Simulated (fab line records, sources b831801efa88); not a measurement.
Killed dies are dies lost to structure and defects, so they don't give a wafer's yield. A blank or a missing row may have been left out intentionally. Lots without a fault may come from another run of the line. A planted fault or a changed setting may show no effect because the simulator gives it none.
Shared-tool check :: flow sky130 :: 11 lots and 33 wafers in the sample

== REASON FOR OPENING ==
SKY_RES_PROTECT_TW_MEAS_08, reading POLY_GATE_TW: flagged on 2 of 11 lots. Wafers without a fault read 4053, standard deviation 30.
Rule: a lot is flagged in two cases, either no wafer of it has a number, or all its wafers with numbers fall more than 4 standard deviations from that mean. All remaining lots are regarded as sound.

lot: L696
measured: day 15 22:26
on: film_metro-02
POLY_GATE_TW, wafer by wafer: 4057 4045 4042
flag: 

lot: L699
measured: day 16 22:44
on: film_metro-03
POLY_GATE_TW, wafer by wafer: 4072 4053 4049
flag: 

lot: L700
measured: day 17 09:10
on: film_metro-03
POLY_GATE_TW, wafer by wafer: 4037 4043 4030
flag: 

lot: L701
measured: day 17 18:05
on: film_metro-03
POLY_GATE_TW, wafer by wafer: 4058 4057 4076
flag: 

lot: L705
measured: day 19 00:41
on: film_metro-02
POLY_GATE_TW, wafer by wafer: 4068 4063 4094
flag: 

lot: L708
measured: day 20 09:29
on: film_metro-01
POLY_GATE_TW, wafer by wafer: 3773 3765 3761
flag: FLAGGED

lot: L709
measured: day 20 23:24
on: film_metro-03
POLY_GATE_TW, wafer by wafer: 3774 3776 3796
flag: FLAGGED

lot: L712
measured: day 22 00:01
on: film_metro-02
POLY_GATE_TW, wafer by wafer: 4036 4068 4043
flag: 

lot: L717
measured: day 23 12:59
on: film_metro-02
POLY_GATE_TW, wafer by wafer: 4071 4058 4084
flag: 

lot: L715
measured: day 23 14:14
on: film_metro-02
POLY_GATE_TW, wafer by wafer: 4100 4095 4109
flag: 

lot: L716
measured: day 23 15:25
on: film_metro-02
POLY_GATE_TW, wafer by wafer: 4076 4063 4064
flag: 
On average the flagged lots' numbers are 3774, which is -279 against the usual, or -9 standard deviations.

== WHICH TOOL RAN EACH LOT ==
The record holds 3 process steps before the reading, out of a route of 708 steps. Cell contents, in order: the tool; ch with the chambers the sampled wafers went through; the start.
lot: L696
flag: 
SKY_FIELD_ISO_ETCH_15: rie_diel-01 ch 0,1,2, day 2 15:22
SKY_POLY_GATE_IMPLANT_02: implanter-01 ch 0, day 15 22:11
SKY_RES_PROTECT_STRIP_07: plasma_asher-03 ch 0,1, day 15 22:20

lot: L699
flag: 
SKY_FIELD_ISO_ETCH_15: rie_diel-04 ch 1,2,3, day 3 07:56
SKY_POLY_GATE_IMPLANT_02: implanter-02 ch 0, day 16 22:29
SKY_RES_PROTECT_STRIP_07: plasma_asher-02 ch 0,1, day 16 22:38

lot: L700
flag: 
SKY_FIELD_ISO_ETCH_15: rie_diel-03 ch 0,3, day 3 14:20
SKY_POLY_GATE_IMPLANT_02: implanter-02 ch 0, day 17 08:55
SKY_RES_PROTECT_STRIP_07: plasma_asher-02 ch 0,1, day 17 09:04

lot: L701
flag: 
SKY_FIELD_ISO_ETCH_15: rie_diel-04 ch 0,3, day 3 17:16
SKY_POLY_GATE_IMPLANT_02: implanter-01 ch 0, day 17 17:50
SKY_RES_PROTECT_STRIP_07: plasma_asher-04 ch 0,1, day 17 17:59

lot: L705
flag: 
SKY_FIELD_ISO_ETCH_15: rie_diel-04 ch 0,2, day 4 13:09
SKY_POLY_GATE_IMPLANT_02: implanter-01 ch 0, day 19 00:27
SKY_RES_PROTECT_STRIP_07: plasma_asher-02 ch 0,1, day 19 00:35

lot: L708
flag: FLAGGED
SKY_FIELD_ISO_ETCH_15: rie_diel-03 ch 2,3, day 5 08:37
SKY_POLY_GATE_IMPLANT_02: implanter-01 ch 0, day 20 09:14
SKY_RES_PROTECT_STRIP_07: plasma_asher-03 ch 1, day 20 09:23

lot: L709
flag: FLAGGED
SKY_FIELD_ISO_ETCH_15: rie_diel-04 ch 0,1, day 5 11:35
SKY_POLY_GATE_IMPLANT_02: implanter-01 ch 0, day 20 23:11
SKY_RES_PROTECT_STRIP_07: plasma_asher-04 ch 0,1, day 20 23:19

lot: L712
flag: 
SKY_FIELD_ISO_ETCH_15: rie_diel-01 ch 0,1,2, day 6 04:22
SKY_POLY_GATE_IMPLANT_02: implanter-04 ch 0, day 21 23:46
SKY_RES_PROTECT_STRIP_07: plasma_asher-03 ch 0,1, day 21 23:55

lot: L717
flag: 
SKY_FIELD_ISO_ETCH_15: rie_diel-01 ch 1,2, day 7 04:28
SKY_POLY_GATE_IMPLANT_02: implanter-02 ch 0, day 23 12:44
SKY_RES_PROTECT_STRIP_07: plasma_asher-02 ch 0,1, day 23 12:53

lot: L715
flag: 
SKY_FIELD_ISO_ETCH_15: rie_diel-03 ch 0,1, day 6 18:32
SKY_POLY_GATE_IMPLANT_02: implanter-01 ch 0, day 23 14:00
SKY_RES_PROTECT_STRIP_07: plasma_asher-04 ch 0,1, day 23 14:08

lot: L716
flag: 
SKY_FIELD_ISO_ETCH_15: rie_diel-03 ch 1,2,3, day 7 00:05
SKY_POLY_GATE_IMPLANT_02: implanter-02 ch 0, day 23 15:10
SKY_RES_PROTECT_STRIP_07: plasma_asher-02 ch 0,1, day 23 15:19
What the steps here do:
- SKY_FIELD_ISO_ETCH_15: etches the open film in CHF3/O2, stops on Si, target depth 180 nm, time 72 s.
- SKY_POLY_GATE_IMPLANT_02
- SKY_RES_PROTECT_STRIP_07: strips in O2/N2.
- SKY_RES_PROTECT_TW_MEAS_08

== FLAGGED OVER TOTAL, TOOL BY TOOL (the gauges that took the reading come last) ==
step: SKY_FIELD_ISO_ETCH_15
tool: rie_diel-01
lots run: 3
flagged: 0
share of the flagged lots: none
sound lots run after its first flagged lot: -

step: SKY_FIELD_ISO_ETCH_15
tool: rie_diel-03
lots run: 4
flagged: 1
share of the flagged lots: some
sound lots run after its first flagged lot: 2 (L715,L716)

step: SKY_FIELD_ISO_ETCH_15
tool: rie_diel-04
lots run: 4
flagged: 1
share of the flagged lots: some
sound lots run after its first flagged lot: 0

step: SKY_POLY_GATE_IMPLANT_02
tool: implanter-01
lots run: 6
flagged: 2
share of the flagged lots: all
sound lots run after its first flagged lot: 1 (L715)

step: SKY_POLY_GATE_IMPLANT_02
tool: implanter-02
lots run: 4
flagged: 0
share of the flagged lots: none
sound lots run after its first flagged lot: -

step: SKY_POLY_GATE_IMPLANT_02
tool: implanter-04
lots run: 1
flagged: 0
share of the flagged lots: none
sound lots run after its first flagged lot: -

step: SKY_RES_PROTECT_STRIP_07
tool: plasma_asher-02
lots run: 5
flagged: 0
share of the flagged lots: none
sound lots run after its first flagged lot: -

step: SKY_RES_PROTECT_STRIP_07
tool: plasma_asher-03
lots run: 3
flagged: 1
share of the flagged lots: some
sound lots run after its first flagged lot: 1 (L712)

step: SKY_RES_PROTECT_STRIP_07
tool: plasma_asher-04
lots run: 3
flagged: 1
share of the flagged lots: some
sound lots run after its first flagged lot: 1 (L715)

step: SKY_RES_PROTECT_TW_MEAS_08
tool: film_metro-01
lots run: 1
flagged: 1
share of the flagged lots: some
sound lots run after its first flagged lot: 0

step: SKY_RES_PROTECT_TW_MEAS_08
tool: film_metro-02
lots run: 6
flagged: 0
share of the flagged lots: none
sound lots run after its first flagged lot: -

step: SKY_RES_PROTECT_TW_MEAS_08
tool: film_metro-03
lots run: 4
flagged: 1
share of the flagged lots: some
sound lots run after its first flagged lot: 0

== WHAT THE TABLE PERMITS ==
All flagged lots share 1 row of the table, namely implanter-01 at SKY_POLY_GATE_IMPLANT_02.
- implanter-01 at SKY_POLY_GATE_IMPLANT_02: 2 of its 6 lots flagged. After the first flagged lot (L715), sound lots still ran on it; a lasting fault on the whole tool would not permit that. Its own readings lie more than 4 standard deviations out on every wafer of the flagged lots: beam_on_s, dose_ions_cm2.
Not one row of the table ran every flagged lot while running no sound lot after the first.

== WHAT THE SIMULATOR HAD PUT IN ==
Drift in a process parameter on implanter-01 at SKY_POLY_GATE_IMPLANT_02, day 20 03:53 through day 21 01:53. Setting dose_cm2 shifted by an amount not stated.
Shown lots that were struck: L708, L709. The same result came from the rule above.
